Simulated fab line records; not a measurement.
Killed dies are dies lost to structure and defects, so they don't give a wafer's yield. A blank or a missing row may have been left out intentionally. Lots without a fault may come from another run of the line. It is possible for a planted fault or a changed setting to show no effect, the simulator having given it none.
fab line records ; flow gf180mcu
record lots=14; wafers=42; last-day=34
route steps=602 shown TOP_METAL@572 PASSIVATION@598
lots untouched by any fault: they come from a run of this same line in which no faults occurred
start-h: start of the lot's first displayed wafer, in hours after the record's first day ; wait-h: time in hours since the lot's previous step ; " unchanged from the row above ; L1.1+2: one row covering several wafers at once ; - no value, or no start given ; * or withheld: withheld ; < > ~ a bound
route shown NAME@n: a module of which the file shows steps, and the number in the route of the first ; usual: average and standard deviation across the fault-free wafers ; same: alike in all rows ; chamber/n: place in a boat ; sites: each site's reading ; _std_site: their standard deviation ; _edge_site: mean of outer sites minus mean of inner sites ; radius-mm: for every site, how far away it sits from the centre of the wafer ; mask NAME#n: copy n ; behind: the tool/chamber that last shaped the wafer ; hold: why the lot was held/for how many hours/how that ended ; device: the transistor (n, p or np) that didn't switch ; end of line: tests run on the same wafers once the route is complete ; a step given without rows: its recipe and nothing more ; killed: not the wafer's yield, but the dies lost to structure and defects at the first sort ; map: a wafer's dies, x killed, . not, _ none there
set.NAME: the run value of the setting; set.NAME@STEP: its run value at that earlier step ; model.NAME: the simulator's own value behind a step, which no gauge read
the route's steps for a sample of lots (tables are steps, rows are wafers)
services: a tool's chamber out of use, with start hour (start-h, from the record's first day; less than 0 if before it), hours out, and reason
## steps
# step GF_TOP_METAL_RS_MEAS_05
# recipe thk-meas-gauge=four-point-probe; reads=TiN_of_TOP_METAL_SPUTTER_04+Ti_of_TOP_METAL_SPUTTER_03+AlCu_of_TOP_METAL_SPUTTER_02+TiN_of_TOP_METAL_SPUTTER_01+Ti_of_TOP_METAL_SPUTTER_00
# usual TOP_METAL_ALCU_RS=0.0327/0.00046
lot.wafer;tool;chamber;start-h;wait-h;TOP_METAL_ALCU_RS[ohm/sq]
L218.3;film-metro-01;-;633.18;0.1;0.0321
L218.4;film-metro-01;-;633.18;0.1;0.0318
L218.5;film-metro-01;-;633.18;0.1;0.0320
L219.2;film-metro-04;-;645.54;0.0;0.0322
L219.3;film-metro-04;-;645.54;0.0;0.0324
L219.4;film-metro-04;-;645.54;0.0;0.0326
L221.1;film-metro-01;-;656.01;0.0;0.0333
L221.3;film-metro-01;-;656.01;0.0;0.0321
L221.5;film-metro-01;-;656.01;0.0;0.0330
L220.2;film-metro-01;-;658.50;0.0;0.0323
L220.4;film-metro-01;-;658.50;0.0;0.0327
L220.6;film-metro-01;-;658.50;0.0;0.0325
L222.2;film-metro-01;-;663.75;0.0;0.0333
L222.4;film-metro-01;-;663.75;0.0;0.0330
L222.5;film-metro-01;-;663.75;0.0;0.0329
L223.1;film-metro-04;-;674.82;0.0;0.0332
L223.4;film-metro-04;-;674.82;0.0;0.0331
L223.6;film-metro-04;-;674.82;0.0;0.0331
L224.3;film-metro-04;-;677.69;0.1;0.0320
L224.5;film-metro-04;-;677.69;0.1;0.0323
L224.6;film-metro-04;-;677.69;0.1;0.0319
L226.3;film-metro-01;-;695.65;0.1;0.0327
L226.4;film-metro-01;-;695.65;0.1;0.0326
L226.6;film-metro-01;-;695.65;0.1;0.0325
L227.3;film-metro-01;-;703.09;0.1;0.0330
L227.4;film-metro-01;-;703.09;0.1;0.0332
L227.5;film-metro-01;-;703.09;0.1;0.0326
L229.2;film-metro-01;-;716.56;0.0;0.0323
L229.3;film-metro-01;-;716.56;0.0;0.0319
L229.5;film-metro-01;-;716.56;0.0;0.0320
L230.1;film-metro-04;-;720.62;0.0;0.0327
L230.2;film-metro-04;-;720.62;0.0;0.0329
L230.5;film-metro-04;-;720.62;0.0;0.0328
L232.4;film-metro-04;-;738.77;0.1;0.0334
L232.5;film-metro-04;-;738.77;0.1;0.0330
L232.6;film-metro-04;-;738.77;0.1;0.0328
L238.2;film-metro-03;-;765.33;0.0;0.0327
L238.3;film-metro-03;-;765.33;0.0;0.0330
L238.4;film-metro-03;-;765.33;0.0;0.0327
L240.1;film-metro-01;-;787.07;0.0;0.0335
L240.2;film-metro-01;-;787.07;0.0;0.0331
L240.4;film-metro-01;-;787.07;0.0;0.0327
# step GF_TOP_METAL_CD_MEAS_14
# recipe target-cd-nm=440
# usual cd-nm=440.4/2
lot.wafer;tool;chamber;start-h;wait-h;cd-nm
L218.3;cd-sem-01;-;653.59;0.1;440.5
L218.4;cd-sem-01;-;653.59;0.1;439.8
L218.5;cd-sem-01;-;653.59;0.1;439.7
L219.2;cd-sem-01;-;665.37;0.1;441.0
L219.3;cd-sem-01;-;665.37;0.1;441.4
L219.4;cd-sem-01;-;665.37;0.1;441.1
L221.1;cd-sem-01;-;675.70;0.1;440.6
L221.3;cd-sem-01;-;675.70;0.1;441.5
L221.5;cd-sem-01;-;675.70;0.1;438.2
L220.2;cd-sem-02;-;678.73;0.1;440.0
L220.4;cd-sem-02;-;678.73;0.1;438.9
L220.6;cd-sem-02;-;678.73;0.1;437.0
L222.2;cd-sem-02;-;683.57;0.1;440.5
L222.4;cd-sem-02;-;683.57;0.1;441.8
L222.5;cd-sem-02;-;683.57;0.1;440.8
L223.1;cd-sem-02;-;693.95;0.1;438.3
L223.4;cd-sem-02;-;693.95;0.1;438.3
L223.6;cd-sem-02;-;693.95;0.1;437.9
L224.3;cd-sem-01;-;696.34;0.1;440.0
L224.5;cd-sem-01;-;696.34;0.1;439.2
L224.6;cd-sem-01;-;696.34;0.1;440.2
L226.3;cd-sem-02;-;713.70;0.1;442.3
L226.4;cd-sem-02;-;713.70;0.1;441.0
L226.6;cd-sem-02;-;713.70;0.1;440.6
L227.3;cd-sem-02;-;721.04;0.1;439.7
L227.4;cd-sem-02;-;721.04;0.1;442.9
L227.5;cd-sem-02;-;721.04;0.1;442.9
L229.2;cd-sem-02;-;734.18;0.1;442.1
L229.3;cd-sem-02;-;734.18;0.1;440.1
L229.5;cd-sem-02;-;734.18;0.1;442.0
L230.1;cd-sem-02;-;737.85;0.1;441.4
L230.2;cd-sem-02;-;737.85;0.1;440.3
L230.5;cd-sem-02;-;737.85;0.1;440.1
L232.4;cd-sem-01;-;755.86;0.1;443.5
L232.5;cd-sem-01;-;755.86;0.1;442.2
L232.6;cd-sem-01;-;755.86;0.1;440.6
L238.2;cd-sem-02;-;781.42;0.1;437.5
L238.3;cd-sem-02;-;781.42;0.1;441.1
L238.4;cd-sem-02;-;781.42;0.1;439.3
L240.1;cd-sem-01;-;802.05;0.1;439.0
L240.2;cd-sem-01;-;802.05;0.1;438.9
L240.4;cd-sem-01;-;802.05;0.1;439.7
# step GF_TOP_METAL_METAL_ETCH_16
# recipe chemistry=Cl2/BCl3; mask-material=NOVOLAK; target-depth-nm=1077.5; stop-on=SiO2; pressure-mtorr=8; icp-w=800; bias-w=140; Cl2_flow_sccm=80; bcl3-flow-sccm=40; time-s=179.6
# usual drypump-motor-current-A=6.0/0.43; oes-product-au=0.967/0.0076; run-length-s=208.0/0.4; throttle-valve-pct=28.256/0.011
lot.wafer;tool;chamber;start-h;wait-h;drypump-motor-current-A;oes-product-au;rf-hours-counter-h;run-length-s;throttle-valve-pct
L218.3;rie-metal-04;1;653.77;0.1;5.6;0.970;-;207.8;28.256
L218.4;rie-metal-04;0;653.77;0.1;5.7;0.989;-;207.4;28.234
L218.5;rie-metal-04;1;653.77;0.1;5.5;0.976;-;207.8;28.263
L219.2;rie-metal-04;0;665.51;0.0;5.7;0.972;9;208.0;28.246
L219.3;rie-metal-04;1;665.51;0.0;5.6;0.964;-;207.5;28.250
L219.4;rie-metal-04;0;665.51;0.0;5.7;0.958;-;208.2;28.250
L221.1;rie-metal-02;1;675.85;0.0;6.7;0.955;1;207.7;28.267
L221.3;rie-metal-02;1;675.85;0.0;6.7;0.975;-;208.3;28.255
L221.5;rie-metal-02;1;675.85;0.0;6.7;0.961;-;207.8;28.262
L220.2;rie-metal-02;1;678.87;0.0;6.7;0.973;2;207.9;28.238
L220.4;rie-metal-02;0;678.87;0.0;6.0;0.976;-;208.1;28.262
L220.6;rie-metal-02;0;678.87;0.0;6.0;0.969;-;208.2;28.243
L222.2;rie-metal-02;0;683.70;0.0;6.0;0.960;14;208.7;28.284
L222.4;rie-metal-02;1;683.70;0.0;6.8;0.957;-;207.9;28.250
L222.5;rie-metal-02;1;683.70;0.0;6.7;0.967;-;207.7;28.248
L223.1;rie-metal-04;0;694.11;0.0;5.7;0.957;10;207.4;28.272
L223.4;rie-metal-04;0;694.11;0.0;5.7;0.961;-;207.8;28.248
L223.6;rie-metal-04;0;694.11;0.0;5.7;0.961;-;207.5;28.261
L224.3;rie-metal-04;0;696.58;0.1;5.7;0.980;-;207.8;28.241
L224.5;rie-metal-04;0;696.58;0.1;5.7;0.975;-;207.3;28.244
L224.6;rie-metal-04;0;696.58;0.1;5.7;0.976;-;207.6;28.249
L226.3;rie-metal-01;0;713.88;0.1;5.9;0.976;-;208.4;28.253
L226.4;rie-metal-01;1;713.88;0.1;5.7;0.973;-;207.9;28.257
L226.6;rie-metal-01;1;713.88;0.1;5.7;0.967;-;208.3;28.242
L227.3;rie-metal-02;1;721.28;0.1;6.7;0.966;-;207.9;28.263
L227.4;rie-metal-02;1;721.28;0.1;6.7;0.964;-;207.7;28.270
L227.5;rie-metal-02;1;721.28;0.1;6.7;0.966;-;207.8;28.260
L229.2;rie-metal-02;1;734.38;0.1;6.8;0.999;-;177.4;28.227
L229.3;rie-metal-02;1;734.38;0.1;6.7;1.003;-;177.1;28.217
L229.5;rie-metal-02;1;734.38;0.1;6.7;0.999;-;178.0;28.222
L230.1;rie-metal-01;1;738.01;0.0;5.7;0.973;11;208.3;28.248
L230.2;rie-metal-01;0;738.01;0.0;5.9;0.964;13;208.6;28.258
L230.5;rie-metal-01;1;738.01;0.0;5.7;0.964;-;207.9;28.263
L232.4;rie-metal-02;0;756.02;0.1;6.0;0.961;-;208.2;28.266
L232.5;rie-metal-02;0;756.02;0.1;6.0;0.966;-;208.1;28.251
L232.6;rie-metal-02;1;756.02;0.1;6.7;1.000;-;177.0;28.223
L238.2;rie-metal-04;1;781.56;0.0;5.5;0.969;6;207.6;28.256
L238.3;rie-metal-04;0;781.56;0.0;5.7;0.969;-;208.1;28.254
L238.4;rie-metal-04;1;781.56;0.0;5.6;0.973;-;207.8;28.253
L240.1;rie-metal-01;0;802.20;0.0;6.0;0.958;16;208.9;28.272
L240.2;rie-metal-01;1;802.20;0.0;5.7;0.967;14;207.9;28.251
L240.4;rie-metal-01;1;802.20;0.0;5.7;0.961;-;207.8;28.248
# step GF_TOP_METAL_STRIP_17
# recipe chemistry=O2/N2; power-w=1400; pressure-mtorr=1500; platen-temp-c=250; o2-flow-sccm=3000; n2-flow-sccm=300; overash-fraction=0.5
# usual drypump-motor-current-A=6.0/0.43; heater-power-w=321/26; n2-flow-sccm=299.9/0.89; o2-flow-sccm=3001/9.5; oes-product-au=0.710/0.0044; strip-time-to-endpoint-s=13.42/0.1
# same overash-fraction=0.5
lot.wafer;tool;chamber;start-h;wait-h;drypump-motor-current-A;heater-power-w;n2-flow-sccm;o2-flow-sccm;oes-product-au;rf-hours-counter-h;strip-time-to-endpoint-s
L218.3;plasma-asher-03;1;653.92;0.1;6.2;379;300.5;2991;0.702;-;13.53
L218.4;plasma-asher-03;0;653.92;0.1;6.3;325;299.6;2993;0.706;-;13.44
L218.5;plasma-asher-03;1;653.92;0.1;6.2;388;299.7;3004;0.716;-;13.47
L219.2;plasma-asher-04;0;665.68;0.1;6.5;312;298.0;3013;0.710;91;13.40
L219.3;plasma-asher-04;0;665.68;0.1;6.4;316;299.5;3009;0.712;-;13.51
L219.4;plasma-asher-04;1;665.68;0.1;5.3;292;298.0;3000;0.704;-;13.44
L221.1;plasma-asher-04;1;676.03;0.1;5.3;290;299.7;3007;0.714;92;13.48
L221.3;plasma-asher-04;0;676.03;0.1;6.4;310;300.7;3004;0.706;-;13.53
L221.5;plasma-asher-04;0;676.03;0.1;6.5;313;299.6;3015;0.712;-;13.48
L220.2;plasma-asher-02;1;679.05;0.1;5.8;331;299.9;2978;0.706;62;13.55
L220.4;plasma-asher-02;1;679.05;0.1;5.8;327;300.6;2981;0.712;-;13.42
L220.6;plasma-asher-02;0;679.05;0.1;6.1;355;299.6;2998;0.707;-;13.41
L222.2;plasma-asher-04;1;683.88;0.1;5.3;286;298.7;2996;0.712;93;13.27
L222.4;plasma-asher-04;1;683.88;0.1;5.3;288;300.5;3001;0.710;-;13.37
L222.5;plasma-asher-04;1;683.88;0.1;5.3;291;300.0;3001;0.707;-;13.32
L223.1;plasma-asher-04;1;694.46;0.3;5.2;282;299.5;3015;0.706;93;13.48
L223.4;plasma-asher-04;0;694.46;0.3;6.5;308;299.7;3003;0.707;-;13.48
L223.6;plasma-asher-04;1;694.46;0.3;5.3;290;301.4;3018;0.707;-;13.41
L224.3;plasma-asher-03;0;696.84;0.2;6.3;323;299.7;3001;0.710;-;13.40
L224.5;plasma-asher-03;1;696.84;0.2;6.2;377;299.5;3002;0.713;-;13.45
L224.6;plasma-asher-03;0;696.84;0.2;6.3;323;299.9;3004;0.718;-;13.39
L226.3;plasma-asher-02;1;714.03;0.1;5.8;321;301.0;2994;0.713;-;13.62
L226.4;plasma-asher-02;0;714.03;0.1;6.1;336;298.8;2985;0.711;-;13.29
L226.6;plasma-asher-02;0;714.03;0.1;6.1;348;300.8;3017;0.709;-;13.47
L227.3;plasma-asher-03;0;721.54;0.2;6.3;322;298.6;3004;0.713;-;13.50
L227.4;plasma-asher-03;1;721.54;0.2;6.1;394;299.3;3008;0.709;-;13.44
L227.5;plasma-asher-03;0;721.54;0.2;6.3;334;299.2;3019;0.701;-;13.53
L229.2;plasma-asher-04;0;734.67;0.2;6.5;307;300.5;3004;0.710;98;14.33
L229.3;plasma-asher-04;0;734.67;0.2;6.5;310;299.0;2983;0.717;-;14.29
L229.5;plasma-asher-04;1;734.67;0.2;5.3;283;300.5;3008;0.706;-;14.32
L230.1;plasma-asher-02;0;738.18;0.1;6.1;342;300.6;3003;0.710;68;13.38
L230.2;plasma-asher-02;1;738.18;0.1;5.8;318;299.1;3009;0.715;68;13.59
L230.5;plasma-asher-02;1;738.18;0.1;5.8;339;299.4;3025;0.716;-;13.31
L232.4;plasma-asher-02;1;756.17;0.1;5.8;328;298.6;2995;0.711;-;13.35
L232.5;plasma-asher-02;0;756.17;0.1;6.1;349;301.3;2998;0.705;-;13.35
L232.6;plasma-asher-02;1;756.17;0.1;5.8;330;299.5;3011;0.713;-;14.35
L238.2;plasma-asher-04;1;781.73;0.1;5.2;284;300.6;2997;0.705;104;13.55
L238.3;plasma-asher-04;1;781.73;0.1;5.2;291;299.2;3013;0.701;-;13.38
L238.4;plasma-asher-04;0;781.73;0.1;6.4;310;300.0;2995;0.712;-;13.58
L240.1;plasma-asher-02;1;802.38;0.1;5.8;323;299.6;3017;0.704;75;13.42
L240.2;plasma-asher-02;0;802.38;0.1;6.1;347;300.3;2998;0.710;75;13.27
L240.4;plasma-asher-02;0;802.38;0.1;6.1;341;299.2;2991;0.704;-;13.30
# step GF_PASSIVATION_ETCH_11
# recipe chemistry=CF4/O2; target-depth-nm=1800; stop-on=TiN; source-w=800; bias-w=150; pressure-mtorr=150; cf4-flow-sccm=80; O2_flow_sccm=10; time-s=400
# usual O2_flow_sccm=10.003/0.028; cf4-flow-sccm=79.99/0.24; drypump-motor-current-A=6.0/0.36; oes-product-au=0.964/0.0074; run-length-s=428.3/0.45; throttle-valve-pct=5.960/0.0092
lot.wafer;tool;chamber;start-h;wait-h;O2_flow_sccm;cf4-flow-sccm;drypump-motor-current-A;oes-product-au;rf-hours-counter-h;run-length-s;throttle-valve-pct
L218.3;rie-diel-04;3;674.45;-;9.996;80.22;6.1;0.961;24;428.9;5.954
L218.4;rie-diel-04;2;674.45;-;10.053;80.31;6.7;0.974;10;427.8;5.944
L218.5;rie-diel-04;1;674.45;-;9.955;79.67;6.0;0.971;-;428.3;5.953
L219.2;rie-diel-03;1;685.62;-;10.039;80.08;5.1;0.967;19;428.6;5.977
L219.3;rie-diel-03;1;685.62;-;9.991;80.24;5.2;0.966;-;428.6;5.948
L219.4;rie-diel-03;0;685.62;-;10.070;79.52;6.5;0.969;-;427.8;5.967
L221.1;rie-diel-03;0;695.75;-;9.938;80.10;6.4;0.956;11;427.8;5.953
L221.3;rie-diel-03;3;695.75;-;9.998;80.51;5.0;0.960;4;428.6;5.955
L221.5;rie-diel-03;1;695.75;-;10.041;79.54;5.1;0.974;-;428.2;5.969
L220.2;rie-diel-02;0;698.85;-;10.029;79.77;6.0;0.962;41;427.6;5.976
L220.4;rie-diel-02;3;698.85;-;10.014;79.95;6.0;0.964;4;428.9;5.943
L220.6;rie-diel-02;3;698.85;-;10.027;80.11;6.0;0.980;-;428.6;5.976
L222.2;rie-diel-04;3;703.52;-;9.987;79.71;6.1;0.957;26;428.7;5.953
L222.4;rie-diel-04;3;703.52;-;9.987;79.63;6.1;0.970;-;428.9;5.974
L222.5;rie-diel-04;1;703.52;-;9.995;79.82;6.0;0.967;-;428.1;5.968
L223.1;rie-diel-04;1;713.95;-;10.006;79.50;6.0;0.946;19;428.3;5.961
L223.4;rie-diel-04;2;713.95;-;10.011;80.10;6.8;0.970;11;427.7;5.959
L223.6;rie-diel-04;0;713.95;-;9.992;80.00;6.0;0.962;-;427.6;5.969
L224.3;rie-diel-02;0;715.45;-;10.025;80.50;6.0;0.967;41;427.8;5.967
L224.5;rie-diel-02;1;715.45;-;10.011;80.26;5.6;0.958;-;428.3;5.966
L224.6;rie-diel-02;0;715.45;-;9.979;80.17;6.0;0.962;-;427.4;5.963
L226.3;rie-diel-04;1;733.17;-;9.973;80.35;6.0;0.963;20;428.5;5.953
L226.4;rie-diel-04;0;733.17;-;10.008;80.22;6.0;0.963;17;427.9;5.965
L226.6;rie-diel-04;0;733.17;-;9.956;79.76;6.0;0.965;-;427.9;5.951
L227.3;rie-diel-02;2;739.45;-;10.019;80.12;6.3;0.959;33;428.7;5.965
L227.4;rie-diel-02;3;739.45;-;9.985;80.01;6.1;0.967;6;428.6;5.957
L227.5;rie-diel-02;3;739.45;-;10.020;79.71;6.1;0.974;-;428.3;5.951
L229.2;rie-diel-04;3;752.32;-;9.995;80.02;6.1;0.959;28;429.1;5.951
L229.3;rie-diel-04;0;752.32;-;10.030;80.13;6.0;0.948;18;427.8;5.984
L229.5;rie-diel-04;0;752.32;-;9.991;80.17;6.0;0.977;-;427.6;5.964
L230.1;rie-diel-02;3;755.82;-;9.997;80.27;6.0;0.968;7;428.6;5.957
L230.2;rie-diel-02;2;755.82;-;10.032;79.98;6.3;0.962;33;428.8;5.956
L230.5;rie-diel-02;0;755.82;-;10.041;80.13;6.1;0.970;-;427.6;5.962
L232.4;rie-diel-02;1;772.85;-;9.957;79.97;5.6;0.970;0;428.0;5.957
L232.5;rie-diel-02;3;772.85;-;10.018;80.26;6.1;0.967;-;428.4;5.971
L232.6;rie-diel-02;0;772.85;-;10.044;79.69;6.1;0.972;-;427.9;5.940
L238.2;rie-diel-04;3;797.62;-;10.039;79.77;6.1;0.961;31;428.9;5.967
L238.3;rie-diel-04;2;797.62;-;10.040;80.06;6.7;0.955;15;428.0;5.956
L238.4;rie-diel-04;0;797.62;-;9.974;80.24;6.0;0.954;21;427.8;5.953
L240.1;rie-diel-02;3;817.72;-;10.031;79.88;6.0;0.955;11;428.4;5.978
L240.2;rie-diel-02;0;817.72;-;10.021;79.77;6.1;0.960;0;428.1;5.969
L240.4;rie-diel-02;2;817.72;-;10.013;79.99;6.3;0.970;37;428.5;5.949
## services
tool;chamber;start-h;hours;kind
rie-metal-02;-;639.46;0.7;repair
rie-diel-04;2;653.38;2.7;repair
rie-diel-02;2;656.87;2.4;repair
rie-diel-02;1;659.97;4.3;repair
rie-diel-03;3;673.18;17.5;repair
rie-diel-03;2;681.28;5.8;repair
rie-metal-04;1;693.76;24.8;repair
rie-diel-04;2;694.03;11.1;repair
rie-diel-03;-;694.94;0.7;repair
plasma-asher-03;-;704.17;1.5;repair
rie-diel-02;2;707.32;6.6;repair
rie-metal-04;1;727.35;9.2;repair
rie-metal-04;-;727.63;14.6;pm
plasma-asher-03;-;733.75;9.0;pm
rie-metal-01;-;755.13;0.2;repair
plasma-asher-03;-;772.06;14.6;pm
rie-metal-02;1;772.07;20.7;repair
rie-diel-04;1;774.59;8.4;repair
rie-diel-04;-;777.91;2.8;pm
plasma-asher-02;-;781.68;7.8;repair
plasma-asher-04;-;784.42;20.3;repair
rie-diel-03;0;786.29;5.9;repair
rie-metal-01;-;792.81;0.1;repair
rie-metal-01;-;807.02;0.9;repair
## key
first-sign step=GF_TOP_METAL_METAL_ETCH_16; reading=run-length-s; direction=down; sigmas=77; usual=*; struck=*
effect step=GF_TOP_METAL_METAL_ETCH_16; reading=oes-product-au; direction=up; sigmas=4.4; usual=0.967; struck=1.000
effect step=GF_TOP_METAL_STRIP_17; reading=strip-time-to-endpoint-s; direction=up; sigmas=8.9; usual=*; struck=*
met-at GF_TOP_METAL_METAL_ETCH_16
struck-lots L229,L232
struck-wafers L229.2,L229.3,L229.5,L232.6
sort-left-out L229.2,L229.3,L229.5,L232.6
not-acting-at GF_TOP_METAL_RS_MEAS_05,GF_TOP_METAL_CD_MEAS_14,GF_PASSIVATION_ETCH_11
onset-between 721.28 734.38
fault kind=process-parameter-drift; tool=rie-metal-02; chamber=1; onset-h=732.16; steps=GF_TOP_METAL_METAL_ETCH_16; channel=time-s; offset=*; shape=step; end-h=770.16; acts-in=*; stated=*
# sort-left-out: the simulated sort isn't trusted on such a fault, so these wafers' sort isn't shown, and their yield isn't known
